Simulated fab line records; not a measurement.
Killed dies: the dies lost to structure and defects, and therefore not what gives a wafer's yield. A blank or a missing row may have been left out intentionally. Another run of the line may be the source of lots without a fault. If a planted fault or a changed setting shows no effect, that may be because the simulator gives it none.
fab line records	flow sky130
record: lots: 5	wafers: 15	last_day: 50
route steps=708 shown GATE_OXIDE@193 POLY_GATE@204 RES_PROTECT@206
lots that met no fault: from a run of the same line without faults
start_h: hours from the record's opening day to when the first of the lot's shown wafers began	wait_h: hours elapsed since this lot's preceding step	" same as the row above	L1.1+2: a row that stands for several wafers	- value missing, or start not given	* or withheld: withheld	< > ~ a bound
route shown NAME@n: NAME is a module with steps in the file, n the number in the route of the first one	usual: mean/standard deviation of fault-free wafers	same: alike in all rows	chamber/n: place in a boat	sites: readings site by site	_std_site: the standard deviation of these	_edge_site: outer sites' mean less inner sites'	radius_mm: how far each site lies from the wafer's centre	mask NAME#n: copy n	behind: the most recent tool/chamber to have shaped the wafer	hold: why the lot was held/for how many hours/how that ended	device: the n, p or np transistor that did not switch	end of line: tests run on the same wafers once the route is complete	a step with no rows: only its recipe	killed: not the wafer's yield, but the dies lost to structure and defects at the first sort	map: a wafer's dies, marking killed ones x, the rest . and places with no die _
set.NAME: setting as actually run; set.NAME@STEP: the setting as run at that earlier step	model.NAME: the simulator's own value behind a step, which no gauge read
lots at selected steps of the route; one table per step, one row per wafer
services: a tool's chamber out of use, with start hour (start_h, from the record's first day; less than 0 if before it), hours out, and reason
== steps ==
step: SKY_GATE_OXIDE_SOFTBAKE_06
recipe: temp_c: 90	time_s: 60	resist: NOVOLAK
usual: exhaust_pa: 44.9/0.87
lot.wafer	tool	chamber	start_h	wait_h	exhaust_pa
L087.1	litho_track-02	0	408.18	0.1	46.3
L087.4	"	0	"	"	44.0
L087.6	"	0	"	"	44.6
L089.2	litho_track-03	0	416.14	0.1	45.5
L089.3	"	0	"	"	44.8
L089.5	"	0	"	"	45.7
L092.1	litho_track-01	0	476.08	0.1	45.1
L092.4	"	0	"	"	44.7
L092.5	"	0	"	"	44.2
L095.1	litho_track-01	0	477.58	0.1	44.4
L095.2	"	0	"	"	44.0
L095.6	"	0	"	"	44.7
L097.1	litho_track-01	0	495.48	0.1	43.7
L097.2	"	0	"	"	43.5
L097.3	"	0	"	"	43.5
step: SKY_GATE_OXIDE_EXPOSE_07
recipe: mask_id: LVOM	na: 0.6	source_shape: conventional	sigma_outer: 0.6	polarization: unpolarized	target_cd_nm: 600	dose_mj: 170
lot.wafer	tool	chamber	start_h	wait_h	mask
L087.1+4+6	iline_stepper-01	0	-	-	LVOM#0
L089.2+3+5	iline_stepper-01	0	-	-	LVOM#0
L092.1+4+5	iline_stepper-02	0	-	-	LVOM#0
L095.1+2+6	iline_stepper-01	0	-	-	LVOM#0
L097.1+2+3	iline_stepper-01	0	-	-	LVOM#0
step: SKY_GATE_OXIDE_PEB_08
recipe: temp_c: withheld	time_s: *	resist: NOVOLAK
usual: exhaust_pa: 45.0/1
lot.wafer	tool	chamber	start_h	wait_h	exhaust_pa
L087.1	litho_track-03	0	-	-	45.0
L087.4	"	0	"	"	43.5
L087.6	"	0	"	"	45.7
L089.2	litho_track-03	0	-	-	44.7
L089.3	"	0	"	"	44.4
L089.5	"	0	"	"	43.7
L092.1	litho_track-02	0	-	-	44.4
L092.4	"	0	"	"	46.4
L092.5	"	0	"	"	44.8
L095.1	litho_track-02	0	-	-	44.6
L095.2	"	0	"	"	43.0
L095.6	"	0	"	"	44.6
L097.1	litho_track-02	0	-	-	44.7
L097.2	"	0	"	"	46.3
L097.3	"	0	"	"	44.6
step: SKY_GATE_OXIDE_DEVELOP_09
recipe: resist: NOVOLAK	developer: TMAH	develop_time_s: 57.87	dev_temp_c: 23
usual: developer_temp_C: 22.99/0.091	exhaust_pa: 45.2/0.94
lot.wafer	tool	chamber	start_h	wait_h	developer_temp_C	exhaust_pa
L087.1	litho_track-03	0	423.27	0.1	22.86	44.6
L087.4	"	0	"	"	23.04	45.1
L087.6	"	0	"	"	23.01	44.9
L089.2	litho_track-03	0	430.99	0.1	23.04	44.2
L089.3	"	0	"	"	22.99	46.1
L089.5	"	0	"	"	22.93	44.1
L092.1	litho_track-02	0	490.03	0.1	23.03	45.0
L092.4	"	0	"	"	23.10	45.1
L092.5	"	0	"	"	23.06	44.1
L095.1	litho_track-02	0	491.28	0.1	23.11	45.9
L095.2	"	0	"	"	22.96	46.7
L095.6	"	0	"	"	23.11	46.9
L097.1	litho_track-02	0	515.58	0.1	23.00	44.4
L097.2	"	0	"	"	22.89	45.0
L097.3	"	0	"	"	22.75	46.0
step: SKY_GATE_OXIDE_OVL_MEAS_10
usual: GATE_OXIDE_OVL: -0.4/1.3
lot.wafer	tool	chamber	start_h	wait_h	GATE_OXIDE_OVL[nm]
L087.1	overlay-02	-	423.42	0.1	0.9
L087.4	"	-	"	"	0.0
L087.6	"	-	"	"	-1.3
L089.2	overlay-01	-	431.12	0.1	0.8
L089.3	"	-	"	"	0.5
L089.5	"	-	"	"	-0.4
L092.1	overlay-01	-	490.18	0.1	-1.4
L092.4	"	-	"	"	0.0
L092.5	"	-	"	"	-1.3
L095.1	overlay-01	-	491.43	0.1	-0.2
L095.2	"	-	"	"	0.4
L095.6	"	-	"	"	0.7
L097.1	overlay-01	-	515.73	0.1	0.1
L097.2	"	-	"	"	1.1
L097.3	"	-	"	"	1.6
step: SKY_GATE_OXIDE_IMPLANT_11
recipe: species: B	energy_kev: 10	dose_cm2: 2.6e+12	tilt_deg: withheld
usual: dose_ions_cm2: 2.5995e+12/2.7e+09
lot.wafer	tool	chamber	start_h	wait_h	dose_ions_cm2
L087.1	implanter-03	0	423.45	0.0	2.6022e+12
L087.4	"	0	"	"	2.5975e+12
L087.6	"	0	"	"	2.6005e+12
L089.2	implanter-01	0	431.18	0.0	2.5996e+12
L089.3	"	0	"	"	2.6026e+12
L089.5	"	0	"	"	2.5989e+12
L092.1	implanter-03	0	490.22	0.0	2.5961e+12
L092.4	"	0	"	"	2.5965e+12
L092.5	"	0	"	"	2.6033e+12
L095.1	implanter-03	0	491.47	0.0	2.5936e+12
L095.2	"	0	"	"	2.6004e+12
L095.6	"	0	"	"	2.6e+12
L097.1	implanter-01	0	515.77	0.0	2.5987e+12
L097.2	"	0	"	"	2.6015e+12
L097.3	"	0	"	"	2.6017e+12
step: SKY_GATE_OXIDE_WET_ETCH_12
recipe: chemistry: dHF	target_depth_nm: 16.8	dry: n2_spin	target: SiO2	dilution: 100:1	temp_c: 25	time_s: 336
lot.wafer	tool	chamber	start_h	wait_h
L087.1+4+6	wet_bench-02	1	423.60	0.1
L089.2+3+5	wet_bench-02	0	431.30	0.1
L092.1+4+5	wet_bench-04	3	490.37	0.1
L095.1+2+6	wet_bench-01	1	491.62	0.1
L097.1+2+3	wet_bench-02	0	515.92	0.1
step: SKY_GATE_OXIDE_STRIP_13
recipe: chemistry: O2/N2	power_w: 1400	pressure_mtorr: 1500	platen_temp_c: withheld	o2_flow_sccm: 3000	n2_flow_sccm: 300	overash_fraction: 0.5
usual: drypump_motor_current_A: 5.65/0.28	oes_product_au: 0.715/0.0044	strip_time_to_endpoint_s: 14.18/0.04
lot.wafer	tool	chamber	start_h	wait_h	drypump_motor_current_A	oes_product_au	rf_hours_counter_h	strip_time_to_endpoint_s
L087.1	plasma_asher-04	0	423.71	0.0	5.78	0.708	61	14.10
L087.4	"	0	"	"	5.76	0.712	-	14.15
L087.6	"	1	"	"	6.10	0.712	-	14.16
L089.2	plasma_asher-04	1	431.40	0.0	6.13	0.719	62	14.24
L089.3	"	0	"	"	5.78	0.719	-	14.23
L089.5	"	1	"	"	6.13	0.714	-	14.24
L092.1	plasma_asher-02	0	490.47	0.0	5.30	0.710	33	14.16
L092.4	"	0	"	"	5.29	0.717	-	14.20
L092.5	"	1	"	"	5.61	0.710	-	14.16
L095.1	plasma_asher-04	1	491.72	0.0	6.09	0.719	69	14.21
L095.2	"	0	"	"	5.74	0.723	69	14.21
L095.6	"	0	"	"	5.70	0.723	-	14.19
L097.1	plasma_asher-04	0	516.02	0.0	5.76	0.713	71	14.14
L097.2	"	1	"	"	6.06	0.719	71	14.15
L097.3	"	0	"	"	5.75	0.707	-	14.14
step: SKY_GATE_OXIDE_TW_MEAS_14
usual: GATE_OXIDE_TW: 224.8/1
lot.wafer	tool	chamber	start_h	wait_h	GATE_OXIDE_TW
L087.1	film_metro-03	-	423.81	0.1	225.6
L087.4	"	-	"	"	225.7
L087.6	"	-	"	"	228.2
L089.2	film_metro-01	-	431.51	0.1	224.0
L089.3	"	-	"	"	223.3
L089.5	"	-	"	"	224.0
L092.1	film_metro-04	-	490.57	0.1	224.1
L092.4	"	-	"	"	226.5
L092.5	"	-	"	"	225.0
L095.1	film_metro-01	-	491.82	0.1	224.3
L095.2	"	-	"	"	224.6
L095.6	"	-	"	"	226.1
L097.1	film_metro-04	-	516.12	0.1	223.8
L097.2	"	-	"	"	225.6
L097.3	"	-	"	"	225.8
step: SKY_GATE_OXIDE_CLEAN_15
recipe: chemistry: SC1/SC2	mix: 1:4:20	temp_c: 70	time_s: 150	dry: n2_spin
lot.wafer	tool	chamber	start_h	wait_h
L087.1+4+6	wet_bench-04	1	423.87	0.1
L089.2+3+5	wet_bench-04	3	431.56	0.0
L092.1+4+5	wet_bench-01	2	490.63	0.1
L095.1+2+6	wet_bench-02	0	491.88	0.1
L097.1+2+3	wet_bench-04	1	516.18	0.1
step: SKY_GATE_OXIDE_OXIDATION_16
recipe: temp_c: 800	ambient: O2	idle_temp_c: 700	ramp_up_c_per_min: 10	ramp_down_c_per_min: 3	stabilise_s: 600	purge_s: 300	target_thk_a: 35.7	ox_time_s: 1915
usual: ramp_up_c_per_min: 10.0000/0.0018	zone_power_centre_pct: 14.09/0.25
lot.wafer	tool	chamber	start_h	wait_h	ramp_up_c_per_min	zone_power_centre_pct
L087.1	furnace-02	0	424.02	0.1	10.001	13.79
L087.4	"	0	"	"	9.9968	13.98
L087.6	"	0	"	"	9.9995	13.87
L089.2	furnace-02	0	434.85	3.2	10.000	13.90
L089.3	"	0	"	"	9.9977	14.12
L089.5	"	0	"	"	9.9992	13.87
L092.1	furnace-02	0	490.68	0.0	9.9997	13.87
L092.4	"	0	"	"	9.9983	14.00
L092.5	"	0	"	"	10.001	14.01
L095.1	furnace-02	0	492.21	0.3	10.003	13.97
L095.2	"	0	"	"	10.001	13.84
L095.6	"	0	"	"	10.000	13.90
L097.1	furnace-01	0	517.45	1.2	10.005	14.36
L097.2	"	0	"	"	9.9998	14.26
L097.3	"	0	"	"	10.002	14.06
step: SKY_POLY_GATE_CVD_00
recipe: material: poly-Si	target_thk_nm: 180	temp_c: 620	time_s: 720	pressure_mtorr: 200
usual: zone_power_centre_pct: 9.4/0.9
lot.wafer	tool	chamber	start_h	wait_h	zone_power_centre_pct
L087.1	lpcvd-01	0	425.55	0.0	9.9
L087.4	"	0	"	"	10.0
L087.6	"	0	"	"	10.0
L089.2	lpcvd-01	1	436.38	0.0	8.0
L089.3	"	1	"	"	8.2
L089.5	"	1	"	"	8.1
L092.1	lpcvd-01	1	492.21	0.0	8.1
L092.4	"	1	"	"	8.0
L092.5	"	1	"	"	8.3
L095.1	lpcvd-01	0	493.75	0.0	10.0
L095.2	"	0	"	"	10.0
L095.6	"	0	"	"	9.9
L097.1	lpcvd-01	0	518.98	0.0	9.8
L097.2	"	0	"	"	9.9
L097.3	"	0	"	"	10.0
step: SKY_POLY_GATE_THK_MEAS_01
recipe: reads: poly-Si_of_POLY_GATE_CVD_00
usual: POLY_GATE_CVD_00_THK: 179.3/1.8
lot.wafer	tool	chamber	start_h	wait_h	POLY_GATE_CVD_00_THK[nm]
L087.1	film_metro-02	-	427.35	0.0	177.1
L087.4	"	-	"	"	178.1
L087.6	"	-	"	"	177.6
L089.2	film_metro-01	-	437.59	0.0	180.6
L089.3	"	-	"	"	180.1
L089.5	"	-	"	"	180.2
L092.1	film_metro-01	-	493.41	0.0	180.2
L092.4	"	-	"	"	181.1
L092.5	"	-	"	"	181.2
L095.1	film_metro-02	-	494.95	0.0	180.2
L095.2	"	-	"	"	179.9
L095.6	"	-	"	"	180.0
L097.1	film_metro-01	-	520.18	0.0	182.1
L097.2	"	-	"	"	181.9
L097.3	"	-	"	"	181.8
step: SKY_RES_PROTECT_DEHYDRATE_00
recipe: temp_c: 200	time_s: 60
usual: exhaust_pa: 45.1/1
lot.wafer	tool	chamber	start_h	wait_h	exhaust_pa
L087.1	litho_track-04	0	442.29	14.9	45.1
L087.4	"	0	"	"	45.5
L087.6	"	0	"	"	46.0
L089.2	litho_track-03	0	452.49	14.9	46.3
L089.3	"	0	"	"	46.3
L089.5	"	0	"	"	45.3
L092.1	litho_track-01	0	507.53	14.1	44.1
L092.4	"	0	"	"	45.0
L092.5	"	0	"	"	44.6
L095.1	litho_track-01	0	508.13	13.2	47.4
L095.2	"	0	"	"	45.4
L095.6	"	0	"	"	45.8
L097.1	litho_track-04	0	534.14	13.9	44.7
L097.2	"	0	"	"	45.0
L097.3	"	0	"	"	44.4
step: SKY_RES_PROTECT_HMDS_01
recipe: prime_time_s: 60	prime_temp_c: 120
usual: exhaust_pa: 45.0/0.98
lot.wafer	tool	chamber	start_h	wait_h	exhaust_pa
L087.1	litho_track-04	0	442.44	0.1	43.9
L087.4	"	0	"	"	45.1
L087.6	"	0	"	"	43.9
L089.2	litho_track-03	0	452.64	0.1	44.8
L089.3	"	0	"	"	46.0
L089.5	"	0	"	"	46.8
L092.1	litho_track-01	0	507.68	0.1	44.8
L092.4	"	0	"	"	44.3
L092.5	"	0	"	"	44.9
L095.1	litho_track-01	0	508.28	0.1	45.1
L095.2	"	0	"	"	45.2
L095.6	"	0	"	"	46.5
L097.1	litho_track-04	0	534.29	0.1	46.4
L097.2	"	0	"	"	46.2
L097.3	"	0	"	"	46.7
step: SKY_RES_PROTECT_COAT_02
recipe: resist: NOVOLAK	spin_rpm: 3000	resist_thk_nm: 1140
usual: exhaust_pa: 45.1/1
lot.wafer	tool	chamber	start_h	wait_h	exhaust_pa
L087.1	litho_track-04	0	442.59	0.1	46.5
L087.4	"	0	"	"	46.9
L087.6	"	0	"	"	46.5
L089.2	litho_track-03	0	452.79	0.1	44.7
L089.3	"	0	"	"	45.4
L089.5	"	0	"	"	45.1
L092.1	litho_track-01	0	507.83	0.1	45.8
L092.4	"	0	"	"	45.2
L092.5	"	0	"	"	44.9
L095.1	litho_track-01	0	508.43	0.1	44.7
L095.2	"	0	"	"	43.3
L095.6	"	0	"	"	43.0
L097.1	litho_track-04	0	534.44	0.1	44.0
L097.2	"	0	"	"	44.4
L097.3	"	0	"	"	45.0
step: SKY_RES_PROTECT_SOFTBAKE_03
recipe: temp_c: 90	time_s: 60	resist: NOVOLAK
usual: exhaust_pa: 44.9/0.88
lot.wafer	tool	chamber	start_h	wait_h	exhaust_pa
L087.1	litho_track-04	0	442.74	0.1	44.6
L087.4	"	0	"	"	44.3
L087.6	"	0	"	"	45.5
L089.2	litho_track-03	0	452.94	0.1	44.0
L089.3	"	0	"	"	44.8
L089.5	"	0	"	"	44.5
L092.1	litho_track-01	0	507.98	0.1	44.2
L092.4	"	0	"	"	44.8
L092.5	"	0	"	"	44.1
L095.1	litho_track-01	0	508.58	0.1	44.8
L095.2	"	0	"	"	46.0
L095.6	"	0	"	"	45.2
L097.1	litho_track-04	0	534.59	0.1	44.1
L097.2	"	0	"	"	44.3
L097.3	"	0	"	"	45.0
step: SKY_RES_PROTECT_EXPOSE_04
recipe: mask_id: RPM	na: 0.6	source_shape: conventional	sigma_outer: 0.6	polarization: unpolarized	target_cd_nm: 1270	dose_mj: 131
lot.wafer	tool	chamber	start_h	wait_h	mask
L087.1+4+6	iline_stepper-02	0	-	-	RPM#0
L089.2+3+5	iline_stepper-01	0	-	-	RPM#0
L092.1+4+5	iline_stepper-01	0	-	-	RPM#0
L095.1+2+6	iline_stepper-02	0	-	-	RPM#0
L097.1+2+3	iline_stepper-02	0	-	-	RPM#0
step: SKY_RES_PROTECT_PEB_05
recipe: temp_c: withheld	time_s: *	resist: NOVOLAK
usual: exhaust_pa: 45.3/0.89
lot.wafer	tool	chamber	start_h	wait_h	exhaust_pa
L087.1	litho_track-04	0	-	-	43.5
L087.4	"	0	"	"	45.5
L087.6	"	0	"	"	44.9
L089.2	litho_track-01	0	-	-	45.6
L089.3	"	0	"	"	45.4
L089.5	"	0	"	"	45.8
L092.1	litho_track-01	0	-	-	46.0
L092.4	"	0	"	"	46.1
L092.5	"	0	"	"	45.9
L095.1	litho_track-04	0	-	-	45.3
L095.2	"	0	"	"	44.9
L095.6	"	0	"	"	45.5
L097.1	litho_track-01	0	-	-	46.4
L097.2	"	0	"	"	46.9
L097.3	"	0	"	"	45.7
step: SKY_RES_PROTECT_DEVELOP_06
recipe: resist: NOVOLAK	developer: TMAH	develop_time_s: 60	dev_temp_c: 23
usual: developer_temp_C: 23.02/0.1	exhaust_pa: 45.1/0.81
lot.wafer	tool	chamber	start_h	wait_h	developer_temp_C	exhaust_pa
L087.1	litho_track-04	0	457.24	0.1	23.11	44.2
L087.4	"	0	"	"	22.99	44.0
L087.6	"	0	"	"	23.02	44.5
L089.2	litho_track-01	0	468.36	0.1	22.97	47.2
L089.3	"	0	"	"	23.06	46.3
L089.5	"	0	"	"	23.08	46.2
L092.1	litho_track-01	0	521.13	0.1	23.18	43.9
L092.4	"	0	"	"	22.97	44.8
L092.5	"	0	"	"	23.25	43.7
L095.1	litho_track-04	0	521.49	0.1	22.94	45.5
L095.2	"	0	"	"	22.96	45.9
L095.6	"	0	"	"	23.12	42.8
L097.1	litho_track-01	0	550.28	0.1	23.16	43.7
L097.2	"	0	"	"	22.97	45.2
L097.3	"	0	"	"	23.10	44.7
step: SKY_POLY_GATE_IMPLANT_02
recipe: species: P	energy_kev: 30	dose_cm2: 7.7e+15	tilt_deg: 0
usual: dose_ions_cm2: 7.7e+15/9.8e+12
lot.wafer	tool	chamber	start_h	wait_h	dose_ions_cm2
L087.1	implanter-03	0	457.39	0.1	7.721e+15
L087.4	"	0	"	"	7.722e+15
L087.6	"	0	"	"	7.701e+15
L089.2	implanter-03	0	468.51	0.1	7.726e+15
L089.3	"	0	"	"	7.716e+15
L089.5	"	0	"	"	7.705e+15
L092.1	implanter-02	0	521.28	0.1	7.696e+15
L092.4	"	0	"	"	7.695e+15
L092.5	"	0	"	"	7.704e+15
L095.1	implanter-02	0	521.64	0.1	7.694e+15
L095.2	"	0	"	"	7.696e+15
L095.6	"	0	"	"	7.698e+15
L097.1	implanter-03	0	550.44	0.1	7.692e+15
L097.2	"	0	"	"	7.689e+15
L097.3	"	0	"	"	7.705e+15
step: SKY_RES_PROTECT_STRIP_07
recipe: chemistry: O2/N2	power_w: 1400	pressure_mtorr: 1500	platen_temp_c: withheld	o2_flow_sccm: 3000	n2_flow_sccm: 300	overash_fraction: 0.5
usual: drypump_motor_current_A: 5.5/0.32	oes_product_au: 0.518/0.0042	strip_time_to_endpoint_s: 23.31/0.036
lot.wafer	tool	chamber	start_h	wait_h	drypump_motor_current_A	oes_product_au	rf_hours_counter_h	strip_time_to_endpoint_s
L087.1	plasma_asher-02	1	457.54	0.1	5.6	0.519	29	23.38
L087.4	"	0	"	"	5.3	0.524	-	23.41
L087.6	"	1	"	"	5.6	0.517	-	23.33
L089.2	plasma_asher-02	0	468.63	0.1	5.3	0.517	31	23.33
L089.3	"	0	"	"	5.3	0.523	-	23.30
L089.5	"	1	"	"	5.6	0.516	-	23.32
L092.1	plasma_asher-02	0	521.43	0.1	5.3	0.518	37	23.27
L092.4	"	1	"	"	5.6	0.517	-	23.29
L092.5	"	0	"	"	5.3	0.510	-	23.25
L095.1	plasma_asher-02	0	521.79	0.1	5.3	0.514	37	23.35
L095.2	"	1	"	"	5.6	0.523	37	23.32
L095.6	"	1	"	"	5.6	0.515	-	23.35
L097.1	plasma_asher-03	1	550.59	0.1	5.8	0.514	14	23.25
L097.2	"	0	"	"	5.3	0.513	14	23.30
L097.3	"	1	"	"	5.7	0.524	-	23.25
step: SKY_RES_PROTECT_TW_MEAS_08
usual: POLY_GATE_TW: 4041/20
lot.wafer	tool	chamber	start_h	wait_h	POLY_GATE_TW
L087.1	film_metro-03	-	457.73	0.2	4029
L087.4	"	-	"	"	4054
L087.6	"	-	"	"	4060
L089.2	film_metro-04	-	468.74	0.1	4017
L089.3	"	-	"	"	4009
L089.5	"	-	"	"	4020
L092.1	film_metro-02	-	521.53	0.1	4035
L092.4	"	-	"	"	4020
L092.5	"	-	"	"	4036
L095.1	film_metro-04	-	521.89	0.1	4033
L095.2	"	-	"	"	4054
L095.6	"	-	"	"	4030
L097.1	film_metro-04	-	550.69	0.1	4028
L097.2	"	-	"	"	4016
L097.3	"	-	"	"	3998
step: SKY_RES_PROTECT_CLEAN_09
recipe: chemistry: SC1/SC2	mix: 1:4:20	temp_c: 70	time_s: 150	dry: n2_spin
lot.wafer	tool	chamber	start_h	wait_h
L087.1+4+6	wet_bench-03	1	457.79	0.1
L089.2+3+5	wet_bench-02	0	468.79	0.0
L092.1+4+5	wet_bench-01	2	521.59	0.1
L095.1+2+6	wet_bench-02	2	521.95	0.1
L097.1+2+3	wet_bench-02	2	550.75	0.1
step: SKY_POLY_GATE_CVD_03
recipe: material: Si3N4	precursor: DCS/NH3	target_thk_nm: 75	temp_c: 770	time_s: 1290	pressure_mtorr: 250
usual: zone_power_centre_pct: 12.8/1.2
lot.wafer	tool	chamber	start_h	wait_h	zone_power_centre_pct
L087.1	lpcvd-02	1	457.84	0.0	13.9
L087.4	"	1	"	"	14.2
L087.6	"	1	"	"	14.1
L089.2	lpcvd-02	0	487.30	18.5	11.5
L089.3	"	0	"	"	11.6
L089.5	"	0	"	"	11.6
L092.1	lpcvd-02	0	522.17	0.5	11.8
L092.4	"	0	"	"	11.7
L092.5	"	0	"	"	11.8
L095.1	lpcvd-02	0	522.17	0.2	11.8
L095.2	"	0	"	"	11.9
L095.6	"	0	"	"	11.6
L097.1	lpcvd-02	1	553.97	3.2	13.9
L097.2	"	1	"	"	14.0
L097.3	"	1	"	"	13.9
step: SKY_POLY_GATE_THK_MEAS_04
recipe: reads: Si3N4_of_POLY_GATE_CVD_03
usual: POLY_GATE_CVD_03_THK: 74.8/0.71
lot.wafer	tool	chamber	start_h	wait_h	POLY_GATE_CVD_03_THK[nm]
L087.1	film_metro-03	-	459.20	0.0	75.2
L087.4	"	-	"	"	76.0
L087.6	"	-	"	"	74.9
L089.2	film_metro-02	-	488.67	0.0	73.9
L089.3	"	-	"	"	74.7
L089.5	"	-	"	"	73.5
L092.1	film_metro-02	-	523.53	0.0	75.1
L092.4	"	-	"	"	74.8
L092.5	"	-	"	"	74.2
L095.1	film_metro-01	-	523.54	0.0	73.8
L095.2	"	-	"	"	73.9
L095.6	"	-	"	"	74.4
L097.1	film_metro-02	-	555.32	0.0	75.1
L097.2	"	-	"	"	75.2
L097.3	"	-	"	"	75.4
step: SKY_POLY_GATE_DEHYDRATE_05
recipe: temp_c: 200	time_s: 60
usual: exhaust_pa: 45.1/0.86
lot.wafer	tool	chamber	start_h	wait_h	exhaust_pa
L087.1	litho_track-03	0	474.72	15.5	45.2
L087.4	"	0	"	"	45.5
L087.6	"	0	"	"	46.0
L089.2	litho_track-02	0	503.11	14.4	43.6
L089.3	"	0	"	"	45.6
L089.5	"	0	"	"	43.7
L092.1	litho_track-02	0	540.03	16.5	45.0
L092.4	"	0	"	"	44.2
L092.5	"	0	"	"	44.9
L095.1	litho_track-03	0	540.32	16.8	46.3
L095.2	"	0	"	"	45.8
L095.6	"	0	"	"	45.8
L097.1	litho_track-04	0	571.04	15.7	44.6
L097.2	"	0	"	"	44.2
L097.3	"	0	"	"	45.2
== services ==
tool	chamber	start_h	hours	kind
implanter-01	-	386.39	18.3	repair
wet_bench-03	-	386.86	2.4	repair
plasma_asher-02	-	396.26	3.2	repair
lpcvd-01	-	398.23	2.8	pm
plasma_asher-02	-	398.78	2.9	repair
implanter-02	-	408.49	0.6	repair
iline_stepper-02	-	411.31	1.7	pm
iline_stepper-02	-	433.66	2.1	pm
lpcvd-01	-	450.84	2.2	repair
implanter-02	-	454.47	5.3	pm
lpcvd-02	-	459.20	28.1	pm
plasma_asher-02	-	462.74	0.7	repair
plasma_asher-04	-	467.00	0.3	repair
iline_stepper-01	-	478.86	1.7	pm
iline_stepper-01	-	485.22	16.6	repair
iline_stepper-02	-	488.31	13.1	repair
plasma_asher-04	-	532.02	2.8	pm
furnace-02	-	532.18	4.0	pm
plasma_asher-02	-	538.81	0.7	repair
implanter-03	-	555.42	3.1	repair
iline_stepper-01	-	559.29	7.1	repair
plasma_asher-04	-	562.29	14.6	pm
implanter-02	-	563.97	3.8	repair
furnace-02	-	570.23	5.0	pm
== key ==
fault none
